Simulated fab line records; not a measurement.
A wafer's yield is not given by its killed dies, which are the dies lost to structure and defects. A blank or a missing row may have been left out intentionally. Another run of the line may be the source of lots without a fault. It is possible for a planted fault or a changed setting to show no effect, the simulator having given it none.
fab line records	flow sky130
record: lots: 5	wafers: 14	lastDay: 48
route steps=708 shown NWELL@65 VT_ADJUST_HVTP@85 VT_ADJUST_LVTN@97 PAD_OPEN@708
lots that met no fault: from a run of the same line without faults
startH: hours from the record's opening day to when the first of the lot's shown wafers began	waitH: time in hours since the lot's previous step	" as in the row above	L1.1+2: one row covering several wafers at once	- either no value or no given start	* or withheld: withheld	< > ~ a bound
route shown NAME@n: names a module that has steps shown in the file, with the first one's number in the route	usual: mean and standard deviation over wafers with no fault	same: alike in all rows	chamber/n: place in a boat	sites: readings site by site	_std_site: their standard deviation	_edge_site: inner sites' mean taken away from outer sites' mean	radiusMm: how far each site lies from the wafer's centre	mask NAME#n: copy n	behind: the last tool/chamber to shape the wafer	hold: what put the lot on hold/how long, in hours/how the hold closed	device: names the non-switching transistor (n, p or np)	end of line: tests run on the same wafers once the route is complete	where a step has no rows: the recipe by itself	killed: the dies lost at the first sort to structure and to defects; this is not the yield of the wafer	map: shows each die of a wafer: x if killed, . if not, _ if none is there
set.NAME: the setting the step ran with; set.NAME@STEP: the setting that earlier step ran with	model.NAME: the simulator's own value behind a step, which no gauge read
lots at some steps of the route; a table a step, a row a wafer
services: from which hour (startH, from the record's first day; less than 0 if before it) a tool's chamber was out of use, for how many hours, and why
== steps ==
step: SKY_NWELL_IMPLANT_12
recipe: species: P	energyKev: 120	doseCm2: 1.3e+12	tiltDeg: withheld
step: SKY_NWELL_IMPLANT_13
recipe: species: P	energyKev: 50	doseCm2: 7e+11	tiltDeg: withheld
step: SKY_NWELL_STRIP_14
recipe: chemistry: O2/N2	powerW: 1400	pressureMtorr: 1500	platenTempC: withheld	o2FlowSccm: 3000	n2FlowSccm: 300	overashFraction: 0.5
step: SKY_NWELL_DEHYDRATE_16
recipe: tempC: 200	timeS: 60
step: SKY_NWELL_HMDS_17
recipe: primeTimeS: 60	primeTempC: 120
step: SKY_NWELL_COAT_18
recipe: spinRpm: 2000	resistThkNm: 3000
step: SKY_NWELL_SOFTBAKE_19
recipe: tempC: 110	timeS: withheld
step: SKY_NWELL_EXPOSE_20
recipe: maskId: NWM_COMPLEMENT	na: 0.6	sourceShape: conventional	sigmaOuter: 0.6	polarization: unpolarized	targetCdNm: 840	doseMj: 260
step: SKY_NWELL_PEB_21
recipe: tempC: 115	timeS: withheld
step: SKY_NWELL_DEVELOP_22
recipe: wallAngleDeg: 90	developer: TMAH	developTimeS: 60	devTempC: 23
step: SKY_NWELL_IMPLANT_24
recipe: species: B	energyKev: 140	doseCm2: 9.2e+12	tiltDeg: withheld
usual: beamOnS: 10.01/0.22	endStationPressureTorr: 5.1e-06/2.7e-07
same: implantIonAmu: 11
lot.wafer	tool	chamber	startH	waitH	beamOnS	endStationPressureTorr
L729.2	implanter-04	0	114.66	0.0	9.76	5.39e-06
L729.3	"	0	"	"	10.42	4.9e-06
L729.5	"	0	"	"	9.96	5e-06
L731.3	implanter-04	0	128.14	0.1	9.72	4.74e-06
L731.4	"	0	"	"	9.98	5.5e-06
L731.5	"	0	"	"	10.24	5.04e-06
L732.3	implanter-04	0	132.40	0.1	10.01	5.12e-06
L732.4	"	0	"	"	10.39	5.37e-06
L737.4	implanter-04	0	161.96	0.1	10.11	5.21e-06
L737.5	"	0	"	"	10.13	5.03e-06
L737.6	"	0	"	"	10.17	4.86e-06
L742.1	implanter-02	0	192.73	0.0	10.05	5.2e-06
L742.3	"	0	"	"	9.48	5.67e-06
L742.5	"	0	"	"	9.95	5.35e-06
step: SKY_NWELL_STRIP_25
recipe: chemistry: O2/N2	powerW: 1400	pressureMtorr: 1500	platenTempC: withheld	o2FlowSccm: 3000	n2FlowSccm: 300	overashFraction: 0.5
step: SKY_NWELL_CLEAN_27
recipe: chemistry: SC1/SC2	mix: 1:4:20	tempC: 70	timeS: 150	dry: n2Spin
step: SKY_NWELL_RTA_28
recipe: tempC: 1050	timeS: 30	idleTempC: 650	rampUpCPerS: 150	rampDownCPerS: 90	ambient: N2
step: SKY_VT_ADJUST_HVTP_DEHYDRATE_00
recipe: tempC: 200	timeS: 60
step: SKY_VT_ADJUST_HVTP_HMDS_01
recipe: primeTimeS: 60	primeTempC: 120
step: SKY_VT_ADJUST_HVTP_COAT_02
recipe: resist: NOVOLAK	spinRpm: 3000	resistThkNm: 1140
step: SKY_VT_ADJUST_HVTP_SOFTBAKE_03
recipe: tempC: 90	timeS: 60	resist: NOVOLAK
step: SKY_VT_ADJUST_HVTP_EXPOSE_04
recipe: maskId: HVTPM	na: 0.6	sourceShape: conventional	sigmaOuter: 0.6	polarization: unpolarized	targetCdNm: 380	doseMj: 140
step: SKY_VT_ADJUST_HVTP_PEB_05
recipe: tempC: withheld	timeS: *	resist: NOVOLAK
step: SKY_VT_ADJUST_HVTP_DEVELOP_06
recipe: resist: NOVOLAK	developer: TMAH	developTimeS: 60	devTempC: 23
step: SKY_VT_ADJUST_HVTP_IMPLANT_09
recipe: species: As	energyKev: 150	doseCm2: 4.3e+12	tiltDeg: withheld
step: SKY_VT_ADJUST_HVTP_STRIP_10
recipe: chemistry: O2/N2	powerW: 1400	pressureMtorr: 1500	platenTempC: withheld	o2FlowSccm: 3000	n2FlowSccm: 300	overashFraction: 0.5
step: SKY_VT_ADJUST_LVTN_DEHYDRATE_00
recipe: tempC: 200	timeS: 60
step: SKY_VT_ADJUST_LVTN_HMDS_01
recipe: primeTimeS: 60	primeTempC: 120
step: SKY_VT_ADJUST_LVTN_COAT_02
recipe: spinRpm: 2000	resistThkNm: 3000
step: SKY_VT_ADJUST_LVTN_SOFTBAKE_03
recipe: tempC: 110	timeS: withheld
step: SKY_VT_ADJUST_LVTN_EXPOSE_04
recipe: maskId: NWM_COMPLEMENT_LESS_NATIVE	na: 0.6	sourceShape: conventional	sigmaOuter: 0.6	polarization: unpolarized	targetCdNm: 840	doseMj: 194
step: SKY_VT_ADJUST_LVTN_PEB_05
recipe: tempC: 115	timeS: withheld
step: SKY_VT_ADJUST_LVTN_DEVELOP_06
recipe: wallAngleDeg: 90	developer: TMAH	developTimeS: 60	devTempC: 23
step: SKY_VT_ADJUST_LVTN_IMPLANT_08
recipe: species: B	energyKev: 30	doseCm2: 1.57e+12	tiltDeg: withheld
step: SKY_VT_ADJUST_LVTN_STRIP_09
recipe: chemistry: O2/N2	powerW: 1400	pressureMtorr: 1500	platenTempC: withheld	o2FlowSccm: 3000	n2FlowSccm: 300	overashFraction: 0.5
step: SKY_PAD_OPEN_PROBE_99
usual: killed_at_M0_to_M3: 45/7.3	killed_at_M4_up: 3.1/1.7	killedAtContacts: 25/5.1	killedAtFrontEnd: 15/4.5	killedAtOther: 0.3/0.56	killedDies: 88/9.4	killedOpen: 47/6.6	killedShort: 40/6.9
same: grossDies: 492	killedAtBackSide: 0
lot.wafer	tool	chamber	startH	waitH	killed_at_M0_to_M3	killed_at_M4_up	killedAtContacts	killedAtFrontEnd	killedAtOther	killedDies	killedOpen	killedShort	model.etest.resPwellUnderGate.rsOhmSqRange
L729.2	prober-02	-	1080.30	0.1	44	4	25	11	0	84	38	44	54.3
L729.3	prober-02	-	1080.35	0.2	66	4	27	17	0	114	65	49	46.52
L729.5	prober-02	-	1080.45	0.2	42	2	27	17	0	88	36	51	48.88
L731.3	prober-02	-	1095.12	0.2	36	1	21	18	0	76	39	37	181.6
L731.4	prober-02	-	1095.17	0.2	52	1	29	8	0	90	56	34	145.2
L731.5	prober-02	-	1095.22	0.2	49	3	26	10	0	88	43	45	34.83
L732.3	prober-01	-	1101.56	0.2	45	3	17	21	0	86	48	38	144.5
L732.4	prober-01	-	1101.61	0.2	44	3	22	8	0	77	43	34	169.1
L737.4	prober-01	-	1132.70	0.2	39	1	25	15	1	81	48	31	158.1
L737.5	prober-01	-	1132.75	0.2	42	3	17	14	0	76	43	33	65.07
L737.6	prober-01	-	1132.80	0.2	50	1	22	10	1	84	49	34	34.1
L742.1	prober-02	-	1163.61	0.1	46	2	16	15	0	79	36	43	63.04
L742.3	prober-02	-	1163.71	0.2	37	4	33	17	0	91	48	43	51.85
L742.5	prober-02	-	1163.81	0.2	31	4	29	14	0	78	42	36	67.92
killed by level:class
L729.2 CONTACT:geometricParticle:open=10 VIA1:geometricParticle:open=10 METAL1:geometricParticle:short=7 POLY_GATE:geometricParticle:short=6 CONTACT:geometricParticle:short=5 LI_CONTACT:geometricParticle:open=4 VIA1:geometricParticle:short=4 METAL2:geometricParticle:short=4
L729.3 VIA1:geometricParticle:open=20 METAL2:geometricParticle:short=11 VIA2:geometricParticle:open=10 VIA3:geometricParticle:open=10 CONTACT:geometricParticle:short=8 CONTACT:geometricParticle:open=8 LOCAL_INTERCONNECT:geometricParticle:short=6 FIELD_ISO:geometricParticle:open=4
L729.5 CONTACT:geometricParticle:open=11 VIA1:geometricParticle:short=9 VIA1:geometricParticle:open=9 VIA2:geometricParticle:open=7 CONTACT:geometricParticle:short=6 FIELD_ISO:geometricParticle:short=5 POLY_GATE:geometricParticle:short=5 LI_CONTACT:geometricParticle:short=5
L731.3 VIA3:geometricParticle:open=9 CONTACT:geometricParticle:open=8 FIELD_ISO:geometricParticle:short=7 METAL2:geometricParticle:short=6 LI_CONTACT:geometricParticle:open=5 CONTACT:geometricParticle:short=5 METAL1:geometricParticle:short=4 POLY_GATE:geometricParticle:short=3
L731.4 CONTACT:geometricParticle:open=12 VIA3:geometricParticle:open=12 VIA2:geometricParticle:open=8 LI_CONTACT:geometricParticle:open=7 VIA1:geometricParticle:short=7 VIA1:geometricParticle:open=6 METAL2:geometricParticle:short=5 CONTACT:geometricParticle:short=5
L731.5 CONTACT:geometricParticle:open=11 VIA1:geometricParticle:open=11 METAL2:geometricParticle:short=9 CONTACT:geometricParticle:short=7 VIA3:geometricParticle:open=7 VIA1:geometricParticle:short=6 VIA3:geometricParticle:short=6 FIELD_ISO:geometricParticle:short=4
L732.3 VIA1:geometricParticle:open=13 POLY_GATE:geometricParticle:open=8 VIA2:geometricParticle:open=7 FIELD_ISO:geometricParticle:short=5 METAL1:geometricParticle:short=5 METAL2:geometricParticle:short=5 VIA3:geometricParticle:open=5 LI_CONTACT:geometricParticle:short=4
L732.4 CONTACT:geometricParticle:open=13 VIA1:geometricParticle:open=9 VIA3:geometricParticle:open=9 METAL2:geometricParticle:short=6 VIA1:geometricParticle:short=4 VIA2:geometricParticle:short=4 VIA2:geometricParticle:open=4 FIELD_ISO:geometricParticle:short=3
L737.4 CONTACT:geometricParticle:open=11 VIA1:geometricParticle:open=8 LI_CONTACT:geometricParticle:open=7 METAL1:geometricParticle:short=7 VIA2:geometricParticle:open=7 METAL3:geometricParticle:short=5 POLY_GATE:geometricParticle:open=4 VIA3:geometricParticle:open=4
L737.5 CONTACT:geometricParticle:open=8 VIA1:geometricParticle:open=8 VIA3:geometricParticle:open=7 POLY_GATE:geometricParticle:short=5 VIA2:geometricParticle:open=5 LI_CONTACT:geometricParticle:open=4 METAL1:geometricParticle:short=4 METAL2:geometricParticle:short=4
L737.6 VIA1:geometricParticle:open=11 LI_CONTACT:geometricParticle:open=10 VIA2:geometricParticle:open=10 VIA3:geometricParticle:open=6 METAL1:geometricParticle:short=5 VIA1:geometricParticle:short=5 POLY_GATE:geometricParticle:short=4 CONTACT:geometricParticle:open=4
L742.1 VIA1:geometricParticle:open=12 POLY_GATE:geometricParticle:short=9 METAL2:geometricParticle:short=8 VIA2:geometricParticle:open=6 LI_CONTACT:geometricParticle:open=4 CONTACT:geometricParticle:open=4 VIA1:geometricParticle:short=4 VIA3:geometricParticle:short=4
L742.3 LI_CONTACT:geometricParticle:open=10 CONTACT:geometricParticle:open=9 VIA1:geometricParticle:open=8 FIELD_ISO:geometricParticle:short=6 CONTACT:geometricParticle:short=6 LOCAL_INTERCONNECT:geometricParticle:short=5 VIA2:geometricParticle:open=5 POLY_GATE:geometricParticle:open=4
L742.5 CONTACT:geometricParticle:open=9 LI_CONTACT:geometricParticle:open=8 VIA1:geometricParticle:open=6 LOCAL_INTERCONNECT:geometricParticle:short=5 METAL1:geometricParticle:short=5 CONTACT:geometricParticle:short=4 FIELD_ISO:geometricParticle:short=3 POLY_GATE:geometricParticle:open=3
== services ==
tool	chamber	startH	hours	kind
implanter-04	-	100.33	1.6	repair
== key ==
firstSign none at tools or gauges
modelEffect: step: SKY_PAD_OPEN_PROBE_99	value: etest.resPwellUnderGate.rsOhmSqRange	without: 50.88	struck: 159.7
metAt SKY_NWELL_IMPLANT_24
struckWafers L731.3,L731.4,L732.3,L732.4,L737.4
testerLeftOut L731,L732,L737
onsetBetween 114.66 128.14
fault: kind: processParameterDrift	tool: implanter-04	chamber: -	onsetH: 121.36	steps: SKY_NWELL_IMPLANT_24	channel: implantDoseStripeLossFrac	offset: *	shape: step	endH: 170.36	scope: struckWafersOnly
testerLeftOut: of these lots the tester's yield and bins aren't shown, on N5 and GAA mostly nor the transistor test; their killed dies are dies lost to structure and defects alone, not to doping, threshold or leakage, so they don't give the yield
